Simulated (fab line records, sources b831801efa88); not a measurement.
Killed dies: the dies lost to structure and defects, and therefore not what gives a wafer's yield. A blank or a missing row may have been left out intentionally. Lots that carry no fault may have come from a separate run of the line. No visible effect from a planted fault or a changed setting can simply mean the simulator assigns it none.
Problem report, 8D (eight disciplines) form, completed by code | flow sky130 | the parts of the form that need people (team, actions taken, sign-off) are left out

== 1. WHAT WENT WRONG ==
Across 6 wafers from 2 lots, SPACER_CVD_00_THK at SKY_SPACER_THK_MEAS_01 averages 37.3 nm, while fault-free wafers read 43.0 nm with a standard deviation of 0.36. Measured from the usual mean, that is -16 standard deviations.
First seen on wafer L800.3, day 25 20:07, on filmMetro-01. The record holds 33 wafers of 11 lots with a number at this step. Rule for "out" (also "out of limits"): further than 4 standard deviations from the usual mean. The other wafers with a number count as sound.

== 2. WHAT IT IS AND WHAT IT IS NOT ==
question                    | is                         | is not
which readings at this step | SPACER_CVD_00_THK          | -
which lots                  | L800, L801                 | L793, L794, L795, L796, L809, L810, L812, L813, L815
which wafers of those lots  | all that have a number     | -
read on which gauges        | filmMetro-01, filmMetro-04 | filmMetro-03
when                        | from day 25 20:07          | up to then (12 sound wafers); but 15 sound wafers of L809, L810, L812, L813, L815 came after

== 3. WHAT RULES OUT EACH SUSPECT ==
Counting: a tool at a process step up to the reading stays a suspect if it ran every lot that is out and no sound lot after the first of them.
- the gauge at SKY_SPACER_THK_MEAS_01 is ruled out. 2 gauges (filmMetro-01, filmMetro-04) read the wafers that are out.
- lpcvd-02 at SKY_SPACER_CVD_00 (deposits Si3N4 from DCS/NH3, target thk 43.1 nm, time 740 s): ruled out as a lasting fault. After its first lot that is out, L800 (day 25 18:54), sound lots L809, L810, L812, L813, L815 ran on it.
Left after counting: nothing in the record.

== 4. THE CAUSE (what the simulator had put in) ==
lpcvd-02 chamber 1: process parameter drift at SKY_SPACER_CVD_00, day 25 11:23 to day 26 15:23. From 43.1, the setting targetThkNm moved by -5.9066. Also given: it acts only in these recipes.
Counting ruled it out, wrongly: the rule takes a fault to strike every lot that its tool runs from its start on, and this one did not.

== 5. SEQUENCE OF EFFECTS, ordered by route ==
Each row: a reading where the mean over the struck wafers with a number is more than 3 standard deviations away from the usual. Only readings whose record carries a usual standard deviation are examined. hours: median over the lots of the time between each lot's start at the first step of this table that gives one and its start at this step. sigmas: the change, counted in usual standard deviations.
hours | step                   | reading           | usual      | on struck wafers | change | sigmas
0     | SKY_SPACER_THK_MEAS_01 | SPACER_CVD_00_THK | 43.0 nm    | 37.3             | -5.7   | -16
0     | SKY_SPACER_ETCHBACK_02 | oesProductAu      | 0.853 a.u. | 0.788            | -0.065 | -11
The process steps in it:
- SKY_SPACER_ETCHBACK_02: etches Si3N4 in CH3F/O2, stops on SiO2, time 46.7 s, target depth 45 nm.
Later measuring or inspecting steps at which every struck wafer that the step has a row for has a number for every such reading, and none has moved that far: SKY_LOCAL_INTERCONNECT_OVL_MEAS_12.

== 6. WHAT WOULD HAVE CAUGHT IT SOONER ==
The first out-of-limits reading at a measuring or inspecting step in this record came at day 25 20:07, 9 hours after the fault's start at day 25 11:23.
An alarm limit of 4 standard deviations would not have fired on the tool readings at SKY_SPACER_CVD_00 for which the record gives a usual standard deviation, since none of them was out on any struck wafer.
